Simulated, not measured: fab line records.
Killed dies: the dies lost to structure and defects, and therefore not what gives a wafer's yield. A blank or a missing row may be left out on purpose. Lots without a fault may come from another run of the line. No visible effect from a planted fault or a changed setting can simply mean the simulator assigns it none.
fab line records	flow sky130
[record] lots = 24	wafers = 72	lastDay = 50
route steps=708 shown METAL4@602 CAP2M@616 VIA4@640
lots that met no fault: from a run of the same line without faults
startH: the number of hours between the record's first day and the start of the first shown wafer of the lot	waitH: how many hours have passed since the lot's step before this one	" unchanged from the row above	L1.1+2: a row that stands for several wafers	- no value, or no start given	* or withheld: withheld	< > ~ a bound
route shown NAME@n: a module of which the file shows steps, and the number in the route of the first	usual: mean and standard deviation over wafers with no fault	same: alike in all rows	chamber/n: place in a boat	sites: per-site readings	_std_site: how widely they spread, as a standard deviation	_edge_site: mean of outer sites minus mean of inner sites	radiusMm: for every site, how far away it sits from the centre of the wafer	mask NAME#n: copy n	behind: the most recent tool/chamber to have shaped the wafer	hold: what put the lot on hold/how long, in hours/how the hold closed	device: the transistor (n, p or np) that didn't switch	end of line: the route-end tests of the same wafers	for a step that has no rows: nothing shown but its recipe	killed: the dies lost at the first sort to structure and to defects; this is not the yield of the wafer	map: dies across one wafer; x = killed, . = not, _ = none there
set.NAME: the setting the step ran with; set.NAME@STEP: the setting that earlier step ran with	model.NAME: the simulator's own value behind a step, which no gauge read
steps of the route over a sample of lots; a table a step, a row a wafer
services: when a tool's chamber went out of use (startH, in hours from the record's first day, below 0 if earlier), for how many hours, and the reason
[[steps]]
[step SKY_METAL4_SPUTTER_04]
[recipe] material = TiN	targetThkNm = 70	powerW = 6500	timeS = 58.3	chamberPressurePa = 0.4
[usual] throttleValvePct = 30.3/0.88
lot.wafer	tool	chamber	startH	waitH	throttleValvePct
L074.2	pvdSputter-02	-	924.25	0.0	29.5
L074.4	"	-	"	"	30.5
L074.5	"	-	"	"	29.6
L075.1	pvdSputter-03	-	935.86	0.0	30.5
L075.2	"	-	"	"	29.2
L075.3	"	-	"	"	31.0
L076.1	pvdSputter-03	-	941.37	0.0	30.9
L076.5	"	-	"	"	30.6
L076.6	"	-	"	"	30.8
L077.1	pvdSputter-03	-	944.33	0.0	30.5
L077.2	"	-	"	"	29.9
L077.5	"	-	"	"	29.0
L078.3	pvdSputter-04	-	960.60	0.0	30.4
L078.5	"	-	"	"	30.3
L078.6	"	-	"	"	31.2
L079.1	pvdSputter-03	-	973.19	0.0	30.9
L079.3	"	-	"	"	30.1
L079.4	"	-	"	"	30.3
L081.2	pvdSputter-04	-	981.56	0.0	31.7
L081.4	"	-	"	"	28.2
L081.5	"	-	"	"	31.1
L080.2	pvdSputter-04	-	984.16	0.0	28.2
L080.3	"	-	"	"	31.4
L080.4	"	-	"	"	30.2
L082.1	pvdSputter-03	-	987.81	0.0	29.1
L082.2	"	-	"	"	30.5
L082.4	"	-	"	"	31.2
L083.2	pvdSputter-02	-	996.57	0.0	30.8
L083.4	"	-	"	"	29.8
L083.6	"	-	"	"	29.8
L085.2	pvdSputter-03	-	1024.08	0.0	29.3
L085.3	"	-	"	"	29.7
L085.6	"	-	"	"	29.0
L086.1	pvdSputter-03	-	1027.24	0.0	30.7
L086.3	"	-	"	"	30.2
L086.5	"	-	"	"	30.6
L084.4	pvdSputter-03	-	1028.53	0.0	30.1
L084.5	"	-	"	"	30.2
L084.6	"	-	"	"	29.2
L087.1	pvdSputter-03	-	1029.84	0.0	30.8
L087.2	"	-	"	"	29.1
L087.4	"	-	"	"	28.9
L088.2	pvdSputter-02	-	1030.29	0.0	30.7
L088.3	"	-	"	"	29.6
L088.5	"	-	"	"	29.7
L089.1	pvdSputter-03	-	1032.26	0.0	30.6
L089.3	"	-	"	"	29.8
L089.6	"	-	"	"	30.1
L090.1	pvdSputter-02	-	1036.73	0.0	29.6
L090.2	"	-	"	"	31.1
L090.5	"	-	"	"	31.3
L091.2	pvdSputter-03	-	1047.27	0.0	30.0
L091.4	"	-	"	"	31.0
L091.5	"	-	"	"	30.2
L092.3	pvdSputter-04	-	1065.81	0.0	28.4
L092.4	"	-	"	"	30.6
L092.5	"	-	"	"	28.4
L093.1	pvdSputter-02	-	1068.37	0.0	31.7
L093.4	"	-	"	"	30.7
L093.5	"	-	"	"	30.9
L094.3	pvdSputter-04	-	1071.12	0.0	31.0
L094.4	"	-	"	"	30.3
L094.6	"	-	"	"	31.0
L095.1	pvdSputter-04	-	1075.22	0.0	30.5
L095.2	"	-	"	"	31.3
L095.3	"	-	"	"	30.7
L096.2	pvdSputter-02	-	1081.62	0.0	30.8
L096.3	"	-	"	"	30.9
L096.4	"	-	"	"	29.7
L097.2	pvdSputter-04	-	1082.04	0.0	31.1
L097.5	"	-	"	"	30.8
L097.6	"	-	"	"	31.4
[step SKY_CAP2M_METAL_ETCH_13]
[recipe] targetDepthNm = 220	stopOn = SiO2	chemistry = Cl2/BCl3	target = TiN	pressureMtorr = 10	icpW = 900	biasW = 48.5	Cl2_flow_sccm = 60	bcl3FlowSccm = 30	timeS = 62.9
[usual] drypumpMotorCurrentA = 5.7/0.38	oesProductAu = 0.938/0.0063	throttleValvePct = 21.905/0.0091
lot.wafer	tool	chamber	startH	waitH	drypumpMotorCurrentA	oesProductAu	rfHoursCounterH	throttleValvePct
L074.2	rieMetal-04	0	949.34	0.0	6.3	0.941	8	21.900
L074.4	"	1	"	"	5.2	0.944	-	21.897
L074.5	"	0	"	"	6.3	0.929	-	21.902
L075.1	rieMetal-04	0	960.34	0.0	6.3	0.930	8	21.916
L075.2	"	1	"	"	5.2	0.931	8	21.912
L075.3	"	0	"	"	6.3	0.939	-	21.910
L076.1	rieMetal-01	0	965.54	0.0	5.8	0.938	17	21.899
L076.5	"	1	"	"	5.7	0.940	-	21.908
L076.6	"	0	"	"	5.8	0.939	-	21.911
L077.1	rieMetal-01	1	968.94	0.0	5.7	0.943	2	21.890
L077.2	"	0	"	"	5.8	0.940	17	21.911
L077.5	"	0	"	"	5.8	0.939	-	21.908
L078.3	rieMetal-04	0	983.91	0.0	6.3	0.940	-	21.906
L078.5	"	0	"	"	6.3	0.952	-	21.893
L078.6	"	1	"	"	5.2	0.943	-	21.899
L079.1	rieMetal-04	1	996.04	0.0	5.2	0.927	10	21.917
L079.3	"	1	"	"	5.2	0.934	-	21.924
L079.4	"	0	"	"	6.3	0.931	-	21.904
L081.2	rieMetal-02	1	1004.69	0.0	5.7	0.928	19	21.898
L081.4	"	0	"	"	5.4	0.938	-	21.913
L081.5	"	0	"	"	5.4	0.938	-	21.894
L080.2	rieMetal-01	0	1007.49	0.0	5.8	0.936	19	21.893
L080.3	"	0	"	"	5.9	0.941	-	21.912
L080.4	"	1	"	"	5.7	0.935	-	21.898
L082.1	rieMetal-02	0	1010.79	0.0	5.4	0.943	6	21.906
L082.2	"	1	"	"	5.7	0.951	19	21.900
L082.4	"	1	"	"	5.7	0.934	-	21.905
L083.2	rieMetal-04	0	1020.55	0.0	6.3	0.943	12	21.901
L083.4	"	0	"	"	6.3	0.942	-	21.904
L083.6	"	0	"	"	6.3	0.944	-	21.901
L085.2	rieMetal-02	1	1047.05	0.0	5.7	0.935	22	21.913
L085.3	"	1	"	"	5.7	0.935	-	21.924
L085.6	"	0	"	"	5.3	0.931	-	21.922
L086.1	rieMetal-02	1	1049.54	0.0	5.7	0.942	22	21.903
L086.3	"	0	"	"	5.4	0.938	-	21.894
L086.5	"	1	"	"	5.7	0.925	-	21.918
L084.4	rieMetal-04	1	1050.66	0.0	5.2	0.929	-	21.908
L084.5	"	0	"	"	6.3	0.930	-	21.912
L084.6	"	1	"	"	5.2	0.932	-	21.912
L087.1	rieMetal-02	1	1052.44	0.0	5.7	0.939	22	21.913
L087.2	"	0	"	"	5.4	0.934	9	21.900
L087.4	"	0	"	"	5.3	0.929	-	21.910
L088.2	rieMetal-04	1	1052.74	0.0	5.2	0.950	14	21.901
L088.3	"	0	"	"	6.3	0.939	-	21.903
L088.5	"	1	"	"	5.2	0.939	-	21.891
L089.1	rieMetal-02	0	1054.14	0.0	5.4	0.940	9	21.909
L089.3	"	1	"	"	5.7	0.945	-	21.900
L089.6	"	0	"	"	5.4	0.937	-	21.916
L090.1	rieMetal-04	0	1059.00	0.0	6.3	0.936	14	21.918
L090.2	"	1	"	"	5.2	0.938	14	21.909
L090.5	"	0	"	"	6.3	0.930	-	21.911
L091.2	rieMetal-02	0	1074.29	0.0	5.4	0.932	10	21.893
L091.4	"	1	"	"	5.7	0.940	-	21.896
L091.5	"	1	"	"	5.7	0.940	-	21.914
L092.3	rieMetal-02	0	1086.09	0.1	5.4	0.939	-	21.911
L092.4	"	0	"	"	5.3	0.942	-	21.906
L092.5	"	0	"	"	5.3	0.939	-	21.898
L093.1	rieMetal-04	1	1089.09	0.0	5.2	0.944	17	21.914
L093.4	"	0	"	"	6.3	0.938	-	21.913
L093.5	"	1	"	"	5.2	0.951	-	21.900
L094.3	rieMetal-01	0	1091.37	0.0	5.8	0.936	-	21.905
L094.4	"	1	"	"	5.7	0.950	-	21.884
L094.6	"	1	"	"	5.7	0.934	-	21.895
L095.1	rieMetal-01	0	1095.79	0.0	5.8	0.942	2	21.919
L095.2	"	1	"	"	5.7	0.945	10	21.889
L095.3	"	1	"	"	5.7	0.940	-	21.901
L096.2	rieMetal-04	1	1102.04	0.0	5.2	0.942	17	21.896
L096.3	"	0	"	"	6.3	0.951	-	21.914
L096.4	"	1	"	"	5.2	0.939	-	21.906
L097.2	rieMetal-01	0	1102.40	0.0	5.8	0.938	2	21.898
L097.5	"	0	"	"	5.8	0.926	-	21.907
L097.6	"	1	"	"	5.7	0.935	-	21.919
[step SKY_METAL4_METAL_ETCH_18]
[recipe] targetDepthA = 8450	stopOn = SiO2	overEtchFrac = 0.3	timeS = 183.1	chemistry = Cl2/BCl3	resistSidewallDeg = 88	pressureMtorr = 10	icpW = 900	biasW = 48.5	Cl2_flow_sccm = 60	bcl3FlowSccm = 30
[usual] drypumpMotorCurrentA = 5.7/0.38	oesProductAu = 0.865/0.0058	throttleValvePct = 22.265/0.008
[same] overEtchFrac = 0.3
lot.wafer	tool	chamber	startH	waitH	drypumpMotorCurrentA	oesProductAu	rfHoursCounterH	throttleValvePct
L074.2	rieMetal-03	1	973.87	0.0	5.7	0.867	16	22.258
L074.4	"	1	"	"	5.7	0.864	-	22.271
L074.5	"	0	"	"	5.8	0.875	-	22.263
L075.1	rieMetal-02	0	984.56	0.0	5.4	0.865	5	22.267
L075.2	"	1	"	"	5.7	0.860	18	22.259
L075.3	"	1	"	"	5.7	0.861	-	22.271
L076.1	rieMetal-02	0	990.12	0.0	5.3	0.851	5	22.271
L076.5	"	1	"	"	5.7	0.849	-	22.265
L076.6	"	0	"	"	5.3	0.859	-	22.262
L077.1	rieMetal-03	1	993.32	0.0	5.7	0.865	17	22.280
L077.2	"	0	"	"	5.8	0.858	8	22.253
L077.5	"	0	"	"	5.7	0.867	-	22.268
L078.3	rieMetal-04	1	1007.51	0.1	5.2	0.875	-	22.257
L078.5	"	0	"	"	6.3	0.870	-	22.265
L078.6	"	1	"	"	5.2	0.858	-	22.261
L079.1	rieMetal-03	1	1019.91	0.0	5.7	0.859	18	22.261
L079.3	"	0	"	"	5.8	0.863	-	22.285
L079.4	"	1	"	"	5.7	0.869	-	22.261
L081.2	rieMetal-04	1	1028.26	0.0	5.2	0.851	12	22.258
L081.4	"	0	"	"	6.3	0.860	-	22.259
L081.5	"	1	"	"	5.2	0.864	-	22.264
L080.2	rieMetal-02	1	1031.22	0.0	5.7	0.867	20	22.277
L080.3	"	1	"	"	5.7	0.861	-	22.263
L080.4	"	0	"	"	5.4	0.858	-	22.283
L082.1	rieMetal-03	1	1034.37	0.0	5.7	0.864	19	22.272
L082.2	"	0	"	"	5.8	0.869	11	22.249
L082.4	"	1	"	"	5.7	0.867	-	22.265
L083.2	rieMetal-02	0	1043.97	0.0	5.3	0.872	8	22.272
L083.4	"	0	"	"	5.4	0.884	-	22.274
L083.6	"	1	"	"	5.7	0.869	-	22.253
L085.2	rieMetal-04	1	1069.46	0.0	5.2	0.869	14	22.256
L085.3	"	0	"	"	6.3	0.869	-	22.252
L085.6	"	0	"	"	6.3	0.858	-	22.257
L086.1	rieMetal-02	0	1072.36	0.0	5.4	0.865	10	22.261
L086.3	"	0	"	"	5.4	0.851	-	22.269
L086.5	"	0	"	"	5.4	0.852	-	22.252
L084.4	rieMetal-02	0	1072.92	0.1	5.4	0.860	-	22.266
L084.5	"	1	"	"	5.7	0.870	-	22.262
L084.6	"	0	"	"	5.4	0.870	-	22.251
L087.1	rieMetal-04	0	1073.56	0.0	6.3	0.858	15	22.276
L087.2	"	1	"	"	5.2	0.867	15	22.260
L087.4	"	1	"	"	5.2	0.869	-	22.261
L088.2	rieMetal-04	0	1074.31	0.0	6.3	0.864	15	22.265
L088.3	"	1	"	"	5.2	0.863	-	22.259
L088.5	"	1	"	"	5.2	0.873	-	22.244
L089.1	rieMetal-04	1	1075.97	0.0	5.2	0.869	15	22.257
L089.3	"	0	"	"	6.3	0.869	-	22.267
L089.6	"	0	"	"	6.3	0.867	-	22.270
L090.1	rieMetal-02	0	1080.62	0.0	5.3	0.864	11	22.276
L090.2	"	1	"	"	5.7	0.871	24	22.254
L090.5	"	1	"	"	5.7	0.867	-	22.258
L091.2	rieMetal-02	0	1096.17	0.1	5.3	0.866	-	22.273
L091.4	"	0	"	"	5.4	0.866	-	22.272
L091.5	"	0	"	"	5.4	0.864	-	22.244
L092.3	rieMetal-04	0	1107.10	0.1	6.3	0.865	-	22.257
L092.4	"	1	"	"	5.2	0.856	-	22.271
L092.5	"	0	"	"	6.3	0.865	-	22.258
L093.1	rieMetal-03	0	1109.70	0.0	5.8	0.874	16	22.272
L093.4	"	1	"	"	5.7	0.868	-	22.256
L093.5	"	0	"	"	5.8	0.859	-	22.271
L094.3	rieMetal-04	0	1111.85	0.1	6.3	0.870	-	22.268
L094.4	"	1	"	"	5.2	0.864	-	22.268
L094.6	"	1	"	"	5.2	0.874	-	22.268
L095.1	rieMetal-04	0	1116.41	0.0	6.3	0.868	18	22.270
L095.2	"	1	"	"	5.2	0.863	18	22.269
L095.3	"	1	"	"	5.2	0.878	-	22.266
L096.2	rieMetal-04	1	1122.51	0.0	5.2	0.870	19	22.271
L096.3	"	1	"	"	5.2	0.855	-	22.272
L096.4	"	0	"	"	6.3	0.866	-	22.257
L097.2	rieMetal-02	1	1123.27	0.0	5.7	0.863	1	22.272
L097.5	"	0	"	"	5.4	0.863	-	22.256
L097.6	"	1	"	"	5.7	0.870	-	22.269
[step SKY_VIA4_THK_MEAS_01]
[recipe] reads = SiO2_of_VIA4_HDPCVD_00
[usual] VIA4_HDPCVD_THK = 1756/14
lot.wafer	tool	chamber	startH	waitH	VIA4_HDPCVD_THK[nm]
L074.2	filmMetro-04	-	974.88	0.1	1736
L074.4	"	-	"	"	1728
L074.5	"	-	"	"	1741
L075.1	filmMetro-04	-	985.55	0.1	1766
L075.2	"	-	"	"	1759
L075.3	"	-	"	"	1758
L076.1	filmMetro-02	-	991.11	0.1	1773
L076.5	"	-	"	"	1771
L076.6	"	-	"	"	1764
L077.1	filmMetro-02	-	994.34	0.1	1752
L077.2	"	-	"	"	1739
L077.5	"	-	"	"	1753
L078.3	filmMetro-02	-	1008.47	0.1	1755
L078.5	"	-	"	"	1768
L078.6	"	-	"	"	1778
L079.1	filmMetro-03	-	1020.87	0.1	1756
L079.3	"	-	"	"	1752
L079.4	"	-	"	"	1737
L081.2	filmMetro-04	-	1029.25	0.1	1746
L081.4	"	-	"	"	1747
L081.5	"	-	"	"	1743
L080.2	filmMetro-03	-	1032.18	0.1	1749
L080.3	"	-	"	"	1769
L080.4	"	-	"	"	1731
L082.1	filmMetro-04	-	1035.31	0.1	1748
L082.2	"	-	"	"	1738
L082.4	"	-	"	"	1756
L083.2	filmMetro-03	-	1045.27	0.1	1748
L083.4	"	-	"	"	1736
L083.6	"	-	"	"	1742
L085.2	filmMetro-03	-	1070.45	0.1	1737
L085.3	"	-	"	"	1754
L085.6	"	-	"	"	1735
L086.1	filmMetro-03	-	1073.31	0.1	1773
L086.3	"	-	"	"	1755
L086.5	"	-	"	"	1774
L084.4	filmMetro-04	-	1073.87	0.0	1761
L084.5	"	-	"	"	1735
L084.6	"	-	"	"	1740
L087.1	filmMetro-02	-	1074.54	0.1	1759
L087.2	"	-	"	"	1785
L087.4	"	-	"	"	1762
L088.2	filmMetro-02	-	1075.26	0.1	1751
L088.3	"	-	"	"	1728
L088.5	"	-	"	"	1750
L089.1	filmMetro-04	-	1076.92	0.1	1757
L089.3	"	-	"	"	1775
L089.6	"	-	"	"	1747
L090.1	filmMetro-04	-	1081.60	0.1	1764
L090.2	"	-	"	"	1747
L090.5	"	-	"	"	1762
L091.2	filmMetro-03	-	1097.40	0.2	1767
L091.4	"	-	"	"	1765
L091.5	"	-	"	"	1745
L092.3	filmMetro-04	-	1108.09	0.1	1765
L092.4	"	-	"	"	1766
L092.5	"	-	"	"	1775
L093.1	filmMetro-02	-	1111.98	0.1	1783
L093.4	"	-	"	"	1751
L093.5	"	-	"	"	1766
L094.3	filmMetro-02	-	1114.05	0.1	1741
L094.4	"	-	"	"	1771
L094.6	"	-	"	"	1756
L095.1	filmMetro-02	-	1117.35	0.1	1755
L095.2	"	-	"	"	1773
L095.3	"	-	"	"	1771
L096.2	filmMetro-03	-	1123.50	0.1	1758
L096.3	"	-	"	"	1768
L096.4	"	-	"	"	1769
L097.2	filmMetro-03	-	1124.27	0.1	1771
L097.5	"	-	"	"	1753
L097.6	"	-	"	"	1766
[step SKY_VIA4_CVD_18]
[recipe] material = W	targetThkNm = 505	timeS = 152.14	tempC = 400	pressureTorr = 40
[usual] heaterPowerW = 822/95
lot.wafer	tool	chamber	startH	waitH	heaterPowerW
L074.2	cvdW-01	0	999.31	0.0	976
L074.4	"	0	"	"	947
L074.5	"	0	"	"	979
L075.1	cvdW-01	0	1010.42	0.0	952
L075.2	"	1	"	"	688
L075.3	"	0	"	"	943
L076.1	cvdW-02	0	1014.92	0.0	778
L076.5	"	0	"	"	761
L076.6	"	1	"	"	835
L077.1	cvdW-02	1	1018.27	0.0	834
L077.2	"	0	"	"	769
L077.5	"	1	"	"	837
L078.3	cvdW-01	1	1032.76	0.1	699
L078.5	"	1	"	"	702
L078.6	"	0	"	"	985
L079.1	cvdW-02	1	1044.82	0.0	819
L079.3	"	1	"	"	840
L079.4	"	0	"	"	782
L081.2	cvdW-02	1	1052.66	0.0	832
L081.4	"	1	"	"	864
L081.5	"	1	"	"	820
L080.2	cvdW-01	1	1054.57	0.0	704
L080.3	"	1	"	"	701
L080.4	"	0	"	"	941
L082.1	cvdW-01	1	1058.47	0.0	682
L082.2	"	0	"	"	970
L082.4	"	0	"	"	970
L083.2	cvdW-02	0	1078.34	0.0	771
L083.4	"	0	"	"	775
L083.6	"	1	"	"	848
L085.2	cvdW-02	1	1092.46	0.0	849
L085.3	"	1	"	"	839
L085.6	"	0	"	"	772
L086.1	cvdW-01	1	1094.94	0.0	700
L086.3	"	1	"	"	694
L086.5	"	1	"	"	692
L084.4	cvdW-02	1	1095.97	0.1	845
L084.5	"	0	"	"	771
L084.6	"	1	"	"	861
L087.1	cvdW-01	0	1097.05	0.0	957
L087.2	"	1	"	"	694
L087.4	"	1	"	"	718
L088.2	cvdW-02	1	1097.10	0.0	838
L088.3	"	0	"	"	767
L088.5	"	1	"	"	845
L089.1	cvdW-01	0	1099.31	0.0	965
L089.3	"	0	"	"	962
L089.6	"	1	"	"	700
L090.1	cvdW-02	0	1103.09	0.0	787
L090.2	"	1	"	"	844
L090.5	"	1	"	"	865
L091.2	cvdW-02	1	1118.63	0.0	849
L091.4	"	1	"	"	855
L091.5	"	0	"	"	783
L092.3	cvdW-01	0	1128.58	0.1	951
L092.4	"	1	"	"	717
L092.5	"	0	"	"	956
L093.1	cvdW-02	0	1132.16	0.0	782
L093.4	"	1	"	"	841
L093.5	"	0	"	"	778
L094.3	cvdW-02	1	1133.62	0.1	850
L094.4	"	0	"	"	795
L094.6	"	1	"	"	842
L095.1	cvdW-01	0	1137.82	0.0	985
L095.2	"	1	"	"	707
L095.3	"	1	"	"	697
L096.2	cvdW-02	0	1144.40	0.0	791
L096.3	"	1	"	"	864
L096.4	"	0	"	"	813
L097.2	cvdW-01	1	1144.61	0.0	693
L097.5	"	0	"	"	969
L097.6	"	1	"	"	708
[step SKY_VIA4_THK_MEAS_20]
[recipe] thkMeasGauge = xrf	reads = W_of_VIA4_CVD_18
[usual] VIA4_W_THK = 519/6.9
lot.wafer	tool	chamber	startH	waitH	VIA4_W_THK[nm]
L074.2	filmMetro-04	-	999.59	0.1	516
L074.4	"	-	"	"	516
L074.5	"	-	"	"	518
L075.1	filmMetro-02	-	1010.69	0.1	522
L075.2	"	-	"	"	527
L075.3	"	-	"	"	523
L076.1	filmMetro-02	-	1015.19	0.1	513
L076.5	"	-	"	"	511
L076.6	"	-	"	"	513
L077.1	filmMetro-04	-	1018.54	0.1	511
L077.2	"	-	"	"	505
L077.5	"	-	"	"	508
L078.3	filmMetro-02	-	1033.00	0.1	519
L078.5	"	-	"	"	521
L078.6	"	-	"	"	522
L079.1	filmMetro-03	-	1045.09	0.1	522
L079.3	"	-	"	"	520
L079.4	"	-	"	"	529
L081.2	filmMetro-02	-	1052.94	0.1	525
L081.4	"	-	"	"	518
L081.5	"	-	"	"	521
L080.2	filmMetro-02	-	1054.85	0.1	517
L080.3	"	-	"	"	521
L080.4	"	-	"	"	520
L082.1	filmMetro-03	-	1058.74	0.1	522
L082.2	"	-	"	"	527
L082.4	"	-	"	"	525
L083.2	filmMetro-03	-	1078.63	0.1	521
L083.4	"	-	"	"	523
L083.6	"	-	"	"	522
L085.2	filmMetro-02	-	1092.74	0.1	517
L085.3	"	-	"	"	515
L085.6	"	-	"	"	524
L086.1	filmMetro-04	-	1095.21	0.1	519
L086.3	"	-	"	"	523
L086.5	"	-	"	"	522
L084.4	filmMetro-04	-	1096.22	0.1	508
L084.5	"	-	"	"	513
L084.6	"	-	"	"	507
L087.1	filmMetro-03	-	1097.33	0.1	520
L087.2	"	-	"	"	525
L087.4	"	-	"	"	519
L088.2	filmMetro-02	-	1097.38	0.1	518
L088.3	"	-	"	"	511
L088.5	"	-	"	"	509
L089.1	filmMetro-02	-	1099.74	0.1	522
L089.3	"	-	"	"	517
L089.6	"	-	"	"	513
L090.1	filmMetro-03	-	1103.36	0.1	531
L090.2	"	-	"	"	521
L090.5	"	-	"	"	519
L091.2	filmMetro-02	-	1118.91	0.1	519
L091.4	"	-	"	"	513
L091.5	"	-	"	"	519
L092.3	filmMetro-03	-	1128.82	0.1	521
L092.4	"	-	"	"	523
L092.5	"	-	"	"	526
L093.1	filmMetro-04	-	1132.45	0.1	506
L093.4	"	-	"	"	500
L093.5	"	-	"	"	506
L094.3	filmMetro-02	-	1133.87	0.1	521
L094.4	"	-	"	"	518
L094.6	"	-	"	"	524
L095.1	filmMetro-02	-	1138.09	0.1	520
L095.2	"	-	"	"	513
L095.3	"	-	"	"	524
L096.2	filmMetro-02	-	1144.68	0.1	513
L096.3	"	-	"	"	509
L096.4	"	-	"	"	519
L097.2	filmMetro-03	-	1144.89	0.1	528
L097.5	"	-	"	"	527
L097.6	"	-	"	"	533
[[services]]
tool	chamber	startH	hours	kind
cvdW-02	-	904.00	14.0	pm
cvdW-02	0	904.00	14.0	ventCycle
cvdW-02	1	904.00	14.0	ventCycle
pvdSputter-03	-	906.00	1.7	repair
cvdW-02	0	918.00	-	clean
cvdW-02	1	918.00	-	clean
rieMetal-04	1	918.18	8.0	repair
pvdSputter-02	-	919.41	1.2	repair
pvdSputter-03	-	926.15	2.6	repair
cvdW-01	-	951.64	0.8	repair
pvdSputter-03	-	975.28	2.0	repair
rieMetal-02	-	986.59	0.6	repair
cvdW-02	-	996.80	0.5	repair
rieMetal-04	-	1015.47	2.8	pm
pvdSputter-03	2	1024.13	-	consumableReplace:kit
pvdSputter-03	2	1024.13	18.0	scheduledDown
cvdW-01	-	1052.98	0.6	repair
pvdSputter-03	-	1056.00	2.7	repair
pvdSputter-03	-	1070.50	10.9	repair
pvdSputter-03	-	1075.30	4.4	repair
rieMetal-02	1	1083.41	-	clean
rieMetal-02	1	1083.41	29.4	scheduledDown
rieMetal-02	1	1083.41	29.4	ventCycle
rieMetal-02	1	1140.36	3.9	repair
[[key]]
fault none
